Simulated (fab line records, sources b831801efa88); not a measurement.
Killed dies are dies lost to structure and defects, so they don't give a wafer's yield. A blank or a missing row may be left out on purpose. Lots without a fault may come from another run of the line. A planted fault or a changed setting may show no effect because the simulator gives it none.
Which tool did it? | flow gf180mcu | 12 lots, 36 wafers sampled, at 4 steps of a route of 602

WHAT THE GAUGES READ, wafer by wafer
GF_STI_THK_MEAS_30.
lot  | measured    | on            | STI_OXIDATION_02_THK (nm)
L237 | day 2 11:59 | film_metro-02 | 9.94 9.69 9.77
L238 | day 2 16:36 | film_metro-02 | 9.95 9.89 9.97
L240 | day 3 03:16 | film_metro-02 | 10.27 10.21 10.26
L243 | day 3 20:45 | film_metro-03 | 10.10 10.08 10.12
L248 | day 4 19:16 | film_metro-02 | 10.38 10.29 10.45
L253 | day 5 21:55 | film_metro-02 | 9.94 10.06 9.97
L254 | day 6 01:53 | film_metro-04 | 9.93 9.96 9.93
L255 | day 6 08:10 | film_metro-04 | 10.09 10.09 10.00
L256 | day 6 12:55 | film_metro-04 | 10.17 10.03 10.12
L257 | day 6 18:30 | film_metro-02 | 10.16 10.04 10.14
L258 | day 6 22:59 | film_metro-04 | 10.09 10.08 10.12
L259 | day 7 06:35 | film_metro-03 | 10.03 9.93 10.17

GF_VT_IMPLANT_TW_MEAS_21.
lot  | measured     | on            | VT_IMPLANT_2_TW
L237 | day 6 11:35  | film_metro-01 | 1234 1244 1232
L238 | day 6 17:36  | film_metro-04 | 1209 1222 1226
L240 | day 7 08:14  | film_metro-01 | 1239 1231 1241
L243 | day 8 07:07  | film_metro-01 | 1237 1243 1238
L248 | day 9 09:22  | film_metro-02 | 1209 1211 1203
L253 | day 10 16:34 | film_metro-02 | 1213 1215 1205
L254 | day 10 22:56 | film_metro-01 | 760 766 762
L255 | day 11 06:01 | film_metro-01 | 770 767 768
L256 | day 11 11:32 | film_metro-02 | 748 746 747
L257 | day 11 18:46 | film_metro-04 | 1212 1206 1211
L258 | day 12 00:28 | film_metro-01 | 1241 1244 1242
L259 | day 12 10:01 | film_metro-02 | 1211 1213 1213

WHICH TOOL RAN EACH LOT (tool, then ch and the chambers of the sampled wafers, then the start)
lot  | GF_STI_STRIP_15                     | GF_VT_IMPLANT_IMPLANT_19
L237 | plasma_asher-03 ch 0,1, day 2 06:39 | implanter-03 ch 0, day 6 11:20
L238 | plasma_asher-03 ch 0,1, day 2 12:23 | implanter-01 ch 0, day 6 17:19
L240 | plasma_asher-02 ch 1, day 2 22:31   | implanter-03 ch 0, day 7 07:59
L243 | plasma_asher-02 ch 0,1, day 3 15:00 | implanter-03 ch 0, day 8 06:52
L248 | plasma_asher-04 ch 0,1, day 4 15:11 | implanter-02 ch 0, day 9 09:08
L253 | plasma_asher-02 ch 0,1, day 5 17:22 | implanter-01 ch 0, day 10 16:19
L254 | plasma_asher-03 ch 0,1, day 5 21:49 | implanter-03 ch 0, day 10 22:40
L255 | plasma_asher-02 ch 0, day 6 04:00   | implanter-03 ch 0, day 11 05:47
L256 | plasma_asher-02 ch 0,1, day 6 08:39 | implanter-03 ch 0, day 11 11:17
L257 | plasma_asher-03 ch 0,1, day 6 14:24 | implanter-01 ch 0, day 11 18:31
L258 | plasma_asher-04 ch 0,1, day 6 18:42 | implanter-01 ch 0, day 12 00:13
L259 | plasma_asher-02 ch 0,1, day 7 02:28 | implanter-01 ch 0, day 12 09:46
- GF_STI_STRIP_15: strips in O2/N2.
- GF_VT_IMPLANT_IMPLANT_19

WHAT THE TOOLS THEMSELVES READ (means of the sampled wafers that have a number; where no wafer has one, the mark that the record gives instead)
GF_STI_STRIP_15.
lot  | tool            | drypump_motor_current_A (A) | heater_power_w (W) | oes_product_au (a.u.) | strip_time_to_endpoint_s (s)
L237 | plasma_asher-03 | 5.6                         | 368                | 0.386                 | 3.70
L238 | plasma_asher-03 | 5.6                         | 367                | 0.380                 | 3.67
L240 | plasma_asher-02 | 6.2                         | 323                | 0.388                 | 3.77
L243 | plasma_asher-02 | 6.1                         | 348                | 0.386                 | 3.74
L248 | plasma_asher-04 | 5.5                         | 330                | 0.381                 | 3.63
L253 | plasma_asher-02 | 6.1                         | 340                | 0.384                 | 3.71
L254 | plasma_asher-03 | 5.6                         | 335                | 0.383                 | 3.68
L255 | plasma_asher-02 | 5.8                         | 378                | 0.382                 | 3.74
L256 | plasma_asher-02 | 5.9                         | 360                | 0.385                 | 3.76
L257 | plasma_asher-03 | 5.8                         | 356                | 0.384                 | 3.67
L258 | plasma_asher-04 | 5.5                         | 335                | 0.379                 | 3.66
L259 | plasma_asher-02 | 6.0                         | 361                | 0.380                 | 3.69

GF_VT_IMPLANT_IMPLANT_19.
lot  | tool         | dose_ions_cm2 | faraday_current_uA
L237 | implanter-03 | 4.351e+12     | 24.4
L238 | implanter-01 | 4.351e+12     | 24.9
L240 | implanter-03 | 4.355e+12     | 24.8
L243 | implanter-03 | 4.346e+12     | 24.3
L248 | implanter-02 | 4.354e+12     | 24.7
L253 | implanter-01 | 4.344e+12     | 24.6
L254 | implanter-03 | 9.790e+11     | 5.5
L255 | implanter-03 | 9.823e+11     | 5.5
L256 | implanter-03 | 9.800e+11     | 5.7
L257 | implanter-01 | 4.344e+12     | 24.5
L258 | implanter-01 | 4.348e+12     | 25.2
L259 | implanter-01 | 4.350e+12     | 24.5

THE ANSWER, worked out from the rows above alone
Rule: what is usual is taken from the lots themselves. Put in order of their means at a reading, lots are off if they are a third of the lots or fewer, leave a main group of 4 or more, and stand apart from it by a gap of 3 or more times the standard deviation of the main group's means; of several such gaps the widest counts. A main group whose means are all the same, to the digits that the tables above print for the reading, isn't used. A lot without any number at a reading at which 4 lots or more have one is off too. The other lots that the step has rows for count as sound. The gauges are gone through in route order, then the tools' own readings, and for those a lot's mean is taken as printed above. The first step at which some lot is off is used, and at that step the reading that is off furthest; a lot without a number counts as furthest.
Off: L254, L255, L256, at GF_VT_IMPLANT_TW_MEAS_21 (VT_IMPLANT_2_TW). The main group: mean 1224, standard deviation 14.
A tool fits if, at a process step before that reading, it ran every lot that is off, and no sound lot after the first of them. The gauges at GF_VT_IMPLANT_TW_MEAS_21 aren't tried: what is off there is off at GF_VT_IMPLANT_IMPLANT_19 too, on other tools, and a gauge's error can't cause that. One fits: implanter-03 at GF_VT_IMPLANT_IMPLANT_19. Its last sound lot is L243 (day 8 06:52), its first lot that is off L254 (day 10 22:40): a fault that began between those two fits.
The tool's own readings at GF_VT_IMPLANT_IMPLANT_19 bear it out: on the lots that are off they differ by more than 5 times the standard deviation of the sound lots' means. dose_ions_cm2 reads 9.804e+11 there against 4.349e+12 on the sound lots; faraday_current_uA reads 5.6 there against 24.7 on the sound lots.

WHAT THE SIMULATOR HAD PUT IN
Process parameter drift: implanter-03, from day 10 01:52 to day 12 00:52, at GF_VT_IMPLANT_IMPLANT_19. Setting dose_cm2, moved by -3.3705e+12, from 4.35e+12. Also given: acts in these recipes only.
Lots struck among those shown: L254, L255, L256. The rule above found the same.
